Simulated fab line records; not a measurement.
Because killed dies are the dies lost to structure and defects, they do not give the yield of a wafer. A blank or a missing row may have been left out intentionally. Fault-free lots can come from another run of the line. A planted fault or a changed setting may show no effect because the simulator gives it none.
Which tool did it? :: flow sky130 :: Sampling: 13 lots, 39 wafers, 4 of 708 route steps

## WHAT THE GAUGES READ, wafer by wafer
SKY_SONOS_ONO_OVL_MEAS_14. Usual: SONOS_ONO_OVL gives 0.2 nm (standard deviation 1.3).
lot: L268
measured: day 12 14:49
on: overlay-02
SONOS_ONO_OVL (nm): 0.4 1.1 2.3
flag: 

lot: L269
measured: day 12 22:16
on: overlay-01
SONOS_ONO_OVL (nm): 0.8 0.0 -0.9
flag: 

lot: L270
measured: day 13 04:25
on: overlay-02
SONOS_ONO_OVL (nm): -1.2 1.1 1.0
flag: 

lot: L273
measured: day 14 09:18
on: overlay-02
SONOS_ONO_OVL (nm): -0.1 -1.7 -1.1
flag: 

lot: L274
measured: day 14 23:00
on: overlay-02
SONOS_ONO_OVL (nm): 1.1 1.6 1.0
flag: 

lot: L276
measured: day 15 08:59
on: overlay-02
SONOS_ONO_OVL (nm): -1.6 -2.1 -2.2
flag: 

lot: L277
measured: day 15 13:59
on: overlay-01
SONOS_ONO_OVL (nm): 1.5 1.6 1.8
flag: 

lot: L278
measured: day 15 23:25
on: overlay-01
SONOS_ONO_OVL (nm): 0.7 -0.7 -1.7
flag: 

lot: L280
measured: day 17 06:17
on: overlay-01
SONOS_ONO_OVL (nm): 1.2 3.4 2.4
flag: 

lot: L283
measured: day 18 10:56
on: overlay-02
SONOS_ONO_OVL (nm): -0.6 -0.2 0.6
flag: 

lot: L284
measured: day 18 10:21
on: overlay-02
SONOS_ONO_OVL (nm): 2.1 -2.1 2.5
flag: 

lot: L290
measured: day 20 07:48
on: overlay-01
SONOS_ONO_OVL (nm): 1.0 0.8 -0.1
flag: 

lot: L291
measured: day 20 14:13
on: overlay-02
SONOS_ONO_OVL (nm): 2.4 2.6 1.7
flag: 

SKY_GATE_OXIDE_TW_MEAS_14. Usual: GATE_OXIDE_TW gives 224 (standard deviation 4.2).
lot: L268
measured: day 13 18:34
on: filmMetro-04
GATE_OXIDE_TW: 226 224 225
flag: 

lot: L269
measured: day 14 02:04
on: filmMetro-04
GATE_OXIDE_TW: 225 224 225
flag: 

lot: L270
measured: day 14 08:43
on: filmMetro-01
GATE_OXIDE_TW: 218 219 219
flag: 

lot: L273
measured: day 15 15:28
on: filmMetro-03
GATE_OXIDE_TW: 229 228 228
flag: 

lot: L274
measured: day 16 05:16
on: filmMetro-03
GATE_OXIDE_TW: 228 229 228
flag: 

lot: L276
measured: day 16 18:31
on: filmMetro-01
GATE_OXIDE_TW: 220 220 221
flag: 

lot: L277
measured: day 17 03:35
on: filmMetro-03
GATE_OXIDE_TW: 227 228 229
flag: 

lot: L278
measured: day 17 09:22
on: filmMetro-04
GATE_OXIDE_TW: 225 223 224
flag: 

lot: L280
measured: day 18 19:49
on: filmMetro-01
GATE_OXIDE_TW: 218 218 217
flag: 

lot: L283
measured: day 19 21:05
on: filmMetro-01
GATE_OXIDE_TW: 217 217 217
flag: 

lot: L284
measured: day 19 20:46
on: filmMetro-01
GATE_OXIDE_TW: 218 217 219
flag: 

lot: L290
measured: day 21 17:10
on: filmMetro-01
GATE_OXIDE_TW: 216 217 217
flag: 

lot: L291
measured: day 21 23:19
on: filmMetro-03
GATE_OXIDE_TW: 229 229 228
flag: 

## TOOL THAT RAN EACH LOT (tool first, then ch and the chambers of the sampled wafers, then the start)
lot: L268
SKY_FIELD_ISO_STRIP_16: plasmaAsher-01 ch 0,1, day 2 05:36
SKY_GATE_OXIDE_CLEAN_00: wetBench-02 ch 2, day 12 15:08

lot: L269
SKY_FIELD_ISO_STRIP_16: plasmaAsher-04 ch 0,1, day 2 12:03
SKY_GATE_OXIDE_CLEAN_00: wetBench-02 ch 0, day 12 22:34

lot: L270
SKY_FIELD_ISO_STRIP_16: plasmaAsher-02 ch 0,1, day 2 17:45
SKY_GATE_OXIDE_CLEAN_00: wetBench-04 ch 0, day 13 04:44

lot: L273
SKY_FIELD_ISO_STRIP_16: plasmaAsher-04 ch 0,1, day 3 08:10
SKY_GATE_OXIDE_CLEAN_00: wetBench-04 ch 0, day 14 09:35

lot: L274
SKY_FIELD_ISO_STRIP_16: plasmaAsher-01 ch 0,1, day 3 11:21
SKY_GATE_OXIDE_CLEAN_00: wetBench-02 ch 0, day 14 23:17

lot: L276
SKY_FIELD_ISO_STRIP_16: plasmaAsher-02 ch 0,1, day 3 22:37
SKY_GATE_OXIDE_CLEAN_00: wetBench-01 ch 1, day 15 09:18

lot: L277
SKY_FIELD_ISO_STRIP_16: plasmaAsher-02 ch 0,1, day 4 03:41
SKY_GATE_OXIDE_CLEAN_00: wetBench-02 ch 3, day 15 14:16

lot: L278
SKY_FIELD_ISO_STRIP_16: plasmaAsher-02 ch 0,1, day 4 08:05
SKY_GATE_OXIDE_CLEAN_00: wetBench-02 ch 1, day 15 23:42

lot: L280
SKY_FIELD_ISO_STRIP_16: plasmaAsher-02 ch 0,1, day 4 21:19
SKY_GATE_OXIDE_CLEAN_00: wetBench-02 ch 1, day 17 06:34

lot: L283
SKY_FIELD_ISO_STRIP_16: plasmaAsher-01 ch 0,1, day 5 13:41
SKY_GATE_OXIDE_CLEAN_00: wetBench-04 ch 1, day 18 11:13

lot: L284
SKY_FIELD_ISO_STRIP_16: plasmaAsher-02 ch 0,1, day 5 15:24
SKY_GATE_OXIDE_CLEAN_00: wetBench-01 ch 3, day 18 10:40

lot: L290
SKY_FIELD_ISO_STRIP_16: plasmaAsher-02 ch 0,1, day 6 23:35
SKY_GATE_OXIDE_CLEAN_00: wetBench-01 ch 0, day 20 08:06

lot: L291
SKY_FIELD_ISO_STRIP_16: plasmaAsher-04 ch 0,1, day 7 06:37
SKY_GATE_OXIDE_CLEAN_00: wetBench-01 ch 1, day 20 14:30
- SKY_FIELD_ISO_STRIP_16: strips in O2/N2.
- SKY_GATE_OXIDE_CLEAN_00: cleans in SC1/SC2, time 150 s.

## WHAT THE TOOLS THEMSELVES READ (means of the sampled wafers that have a number; where no wafer has one, the mark that the record gives instead)
SKY_FIELD_ISO_STRIP_16. Usual: chamberPressureMTorr 1500.0 mTorr, standard deviation 1.4; drypumpMotorCurrentA 5.8 A, standard deviation 0.51; oesProductAu 0.379 a.u., standard deviation 0.0049; stripTimeToEndpointS 3.57 s, standard deviation 0.031.
lot: L268
tool: plasmaAsher-01
chamberPressureMTorr (mTorr): 1500.3
drypumpMotorCurrentA (A): 5.6
oesProductAu (a.u.): 0.378
stripTimeToEndpointS (s): 3.53
flag: 

lot: L269
tool: plasmaAsher-04
chamberPressureMTorr (mTorr): 1499.4
drypumpMotorCurrentA (A): 5.7
oesProductAu (a.u.): 0.375
stripTimeToEndpointS (s): 3.58
flag: 

lot: L270
tool: plasmaAsher-02
chamberPressureMTorr (mTorr): 1498.7
drypumpMotorCurrentA (A): 5.6
oesProductAu (a.u.): 0.378
stripTimeToEndpointS (s): 3.60
flag: 

lot: L273
tool: plasmaAsher-04
chamberPressureMTorr (mTorr): 1499.8
drypumpMotorCurrentA (A): 6.0
oesProductAu (a.u.): 0.377
stripTimeToEndpointS (s): 3.52
flag: 

lot: L274
tool: plasmaAsher-01
chamberPressureMTorr (mTorr): 1499.3
drypumpMotorCurrentA (A): 5.6
oesProductAu (a.u.): 0.383
stripTimeToEndpointS (s): 3.58
flag: 

lot: L276
tool: plasmaAsher-02
chamberPressureMTorr (mTorr): 1499.9
drypumpMotorCurrentA (A): 6.0
oesProductAu (a.u.): 0.380
stripTimeToEndpointS (s): 3.57
flag: 

lot: L277
tool: plasmaAsher-02
chamberPressureMTorr (mTorr): 1499.3
drypumpMotorCurrentA (A): 6.0
oesProductAu (a.u.): 0.378
stripTimeToEndpointS (s): 3.60
flag: 

lot: L278
tool: plasmaAsher-02
chamberPressureMTorr (mTorr): 1500.9
drypumpMotorCurrentA (A): 6.1
oesProductAu (a.u.): 0.375
stripTimeToEndpointS (s): 3.57
flag: 

lot: L280
tool: plasmaAsher-02
chamberPressureMTorr (mTorr): 1500.2
drypumpMotorCurrentA (A): 6.0
oesProductAu (a.u.): 0.372
stripTimeToEndpointS (s): 3.57
flag: 

lot: L283
tool: plasmaAsher-01
chamberPressureMTorr (mTorr): 1499.1
drypumpMotorCurrentA (A): 5.9
oesProductAu (a.u.): 0.381
stripTimeToEndpointS (s): 3.57
flag: 

lot: L284
tool: plasmaAsher-02
chamberPressureMTorr (mTorr): 1499.8
drypumpMotorCurrentA (A): 5.6
oesProductAu (a.u.): 0.375
stripTimeToEndpointS (s): 3.55
flag: 

lot: L290
tool: plasmaAsher-02
chamberPressureMTorr (mTorr): 1498.7
drypumpMotorCurrentA (A): 6.0
oesProductAu (a.u.): 0.382
stripTimeToEndpointS (s): 3.56
flag: 

lot: L291
tool: plasmaAsher-04
chamberPressureMTorr (mTorr): 1501.1
drypumpMotorCurrentA (A): 5.7
oesProductAu (a.u.): 0.379
stripTimeToEndpointS (s): 3.52
flag: 

SKY_GATE_OXIDE_CLEAN_00. Usual: runLengthS at 179 s, with a standard deviation of 3.8.
lot: L268
tool: wetBench-02
runLengthS (s): 183
flag: 

lot: L269
tool: wetBench-02
runLengthS (s): 178
flag: 

lot: L270
tool: wetBench-04
runLengthS (s): 183
flag: 

lot: L273
tool: wetBench-04
runLengthS (s): 184
flag: 

lot: L274
tool: wetBench-02
runLengthS (s): 177
flag: 

lot: L276
tool: wetBench-01
runLengthS (s): 174
flag: 

lot: L277
tool: wetBench-02
runLengthS (s): 175
flag: 

lot: L278
tool: wetBench-02
runLengthS (s): 78
flag: OFF

lot: L280
tool: wetBench-02
runLengthS (s): 70
flag: OFF

lot: L283
tool: wetBench-04
runLengthS (s): 176
flag: 

lot: L284
tool: wetBench-01
runLengthS (s): 181
flag: 

lot: L290
tool: wetBench-01
runLengthS (s): 182
flag: 

lot: L291
tool: wetBench-01
runLengthS (s): 175
flag: 

## THE ANSWER, worked out from the rows above alone
Rule: a lot counts as off when the mean over its wafers that have a number is more than 3 standard deviations away from the usual mean. Also off: a lot with no number at a reading for which 4 or more lots have one. All remaining lots with rows at the step are treated as sound. First the gauges in route order, then the tools' own readings, where a lot's mean is used as printed above. The first step at which some lot is off is used, and at that step the reading that is off furthest; a lot without a number counts as furthest.
Off: L278, L280 (SKY_GATE_OXIDE_CLEAN_00, runLengthS).
A tool fits if, at that step or a process step before it, it ran every lot that is off, and no sound lot after the first of them. One fits: wetBench-02 at SKY_GATE_OXIDE_CLEAN_00. Its last sound lot is L277 (day 15 14:16), its first lot that is off L278 (day 15 23:42): a fault that began between those two fits.
On the lots that are off, the tool's own readings at SKY_GATE_OXIDE_CLEAN_00 differ by more than 5 times the standard deviation of the sound lots' means, which bears it out; runLengthS reads 74 s there versus 179 s on the sound lots.

## WHAT THE SIMULATOR PUT IN
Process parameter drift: wetBench-02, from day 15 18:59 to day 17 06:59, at SKY_GATE_OXIDE_CLEAN_00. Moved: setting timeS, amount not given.
Shown lots that were struck: L278, L280. The rule above reached the same finding.
